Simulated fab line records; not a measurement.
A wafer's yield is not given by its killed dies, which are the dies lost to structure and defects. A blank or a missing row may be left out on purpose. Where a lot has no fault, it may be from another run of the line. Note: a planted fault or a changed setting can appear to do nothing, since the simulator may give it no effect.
A struck lot beside a sound one ; flow gf180mcu ; 22 out of 602 route steps
Sound: wafers L865.3, L865.4, L865.6. Struck: wafer L860.6. (L860.5 of the same lot was not struck and is left out.) The cause comes at the end.
Order at every step that has rows: each side's tool, ch and its chambers, its first start. Under that, the readings that differ: sound wafers ; struck wafers ; difference of the means ; sigmas: that difference in standard deviations of wafers without a fault.
alike: a reading whose means differ by less than 2 such deviations, as well as words and numbers matching on both sides. not compared: withheld readings; readings where some wafer has no value; bounds like >300 that might hide an equal value; numbers whose values overlap and for which the record gives no deviation.
Wherever a step has rows on one side only, a row that says differs or no value, or a row with sigmas, the two part there. Numbers that don't overlap but have no deviation are shown without sigmas and don't part them. Lack of a reading on every wafer of one side parts them only where that side has two or more wafers.

GF_V5_RS_MEAS_24: measures by four-point-probe.
  sound on filmMetro-01, day 32 06:41; struck on filmMetro-03, day 31 01:11
  alike: V5_W_RS
GF_V5_THK_MEAS_25: measures by xrf.
  sound on filmMetro-01, day 32 06:47; struck on filmMetro-03, day 31 01:16
  alike: V5_W_THK
GF_V5_CMP_26: polishes, stops on SiO2, t overpolish 15 s, target thk 0 nm.
  sound on cmp-01 ch 0,2,3, day 32 06:55; struck on cmp-01 ch 1, day 31 01:29
reading;sound;struck;difference;sigmas
overpolishRunS (s);14.999 15.013 15.006;14.986;-0.020;-2
  alike: motorCurrentA, platenRpm, timeToEndpointS
GF_TOP_METAL_SPUTTER_00: material Ti, target thk 37.5 nm, time 150 s.
  sound on pvdSputter-03, day 32 07:07; struck on pvdSputter-04, day 31 01:38
  alike: throttleValvePct
GF_TOP_METAL_SPUTTER_01: material TiN, target thk 30 nm, time 25 s.
  sound on pvdSputter-03, day 32 07:13; struck on pvdSputter-04, day 31 01:42
  alike: throttleValvePct
GF_TOP_METAL_SPUTTER_02: material AlCu, target thk 900 nm, time 47.82 s.
  sound on pvdSputter-03, day 32 07:15; struck on pvdSputter-04, day 31 01:44
  alike: throttleValvePct
then, 1 step without rows for these wafers: GF_TOP_METAL_SPUTTER_03 (material Ti, target thk 5 nm, time 3.3 s).
GF_TOP_METAL_SPUTTER_04: material TiN, target thk 25 nm, time 20.8 s.
  sound on pvdSputter-03, day 32 07:19; struck on pvdSputter-04, day 31 01:47
  alike: throttleValvePct
GF_TOP_METAL_RS_MEAS_05: measures by four-point-probe.
  sound on filmMetro-03, day 32 07:23; struck on filmMetro-04, day 31 01:53
  alike: TOP_METAL_ALCU_RS
GF_TOP_METAL_THK_MEAS_06: measures by xrf.
  sound on filmMetro-03, day 32 07:29; struck on filmMetro-04, day 31 01:58
  alike: TOP_METAL_ALCU_THK
then, 2 steps without rows for these wafers: GF_TOP_METAL_DEHYDRATE_07 (time 60 s); GF_TOP_METAL_HMDS_08 (prime time 60 s).
GF_TOP_METAL_COAT_09: resist thk 1500 nm.
  sound on lithoTrack-01 ch 0, day 32 15:27; struck on lithoTrack-02 ch 0, day 31 09:48
reading;sound;struck;difference;sigmas
model.NOVOLAK_of_TOP_METAL_COAT_09.thkNm (nm);1498 1503 1500;1582;+82;
  alike: chillPlateTempC, dispensePressureKPa
then, 4 steps without rows for these wafers: GF_TOP_METAL_SOFTBAKE_10 (time 60 s); GF_TOP_METAL_EXPOSE_11 (exposes mask MetalTop, target cd 440 nm); GF_TOP_METAL_PEB_12; GF_TOP_METAL_DEVELOP_13 (develop time 60 s).
GF_TOP_METAL_CD_MEAS_14: target cd 440 nm.
  sound on cdSem-02, day 32 23:31; struck on cdSem-02, day 31 18:40
reading;sound;struck;difference;sigmas
cdNm (nm);437.5 437.7 438.8;446.5;+8.5;+3
  not compared: hold
GF_TOP_METAL_OVL_MEAS_15:
  sound on overlay-01, day 32 23:37; struck on overlay-01, day 31 18:44
  alike: TOP_METAL_OVL
  not compared: hold
GF_TOP_METAL_METAL_ETCH_16: etches the open film in Cl2/BCl3, stops on SiO2, target depth 1197 nm, time 199.5 s.
  sound on rieMetal-01 ch 0,1, day 32 23:42; struck on rieMetal-02 ch 0, day 31 18:55
reading;sound;struck;difference;sigmas
model.NOVOLAK_of_TOP_METAL_COAT_09.thkNm (nm);1031 1028 1027;1121;+92;
  alike: chamberPressureMTorr, drypumpMotorCurrentA, oesProductAu, throttleValvePct
  not compared: rfHoursCounterH
GF_TOP_METAL_STRIP_17: strips in O2/N2.
  sound on plasmaAsher-04 ch 0,1, day 32 23:52; struck on plasmaAsher-04 ch 1, day 31 19:04
reading;sound;struck;difference;sigmas
platenTempC (C);250.24 249.94 250.02;249.61;-0.46;-2
stripTimeToEndpointS (s);13.03 12.98 12.99;14.07;+1.07;+13
  alike: chamberPressureMTorr, drypumpMotorCurrentA, heaterPowerW, oesProductAu
  not compared: rfHoursCounterH
then, 1 step without rows for these wafers: GF_TOP_METAL_STRIP_18 (strips in post etch residue remover, time 1200 s).

WHERE THEY PART
At GF_V5_CMP_26 first; at GF_TOP_METAL_STRIP_17 last (within this record only).

WHY: whatever the simulator had introduced
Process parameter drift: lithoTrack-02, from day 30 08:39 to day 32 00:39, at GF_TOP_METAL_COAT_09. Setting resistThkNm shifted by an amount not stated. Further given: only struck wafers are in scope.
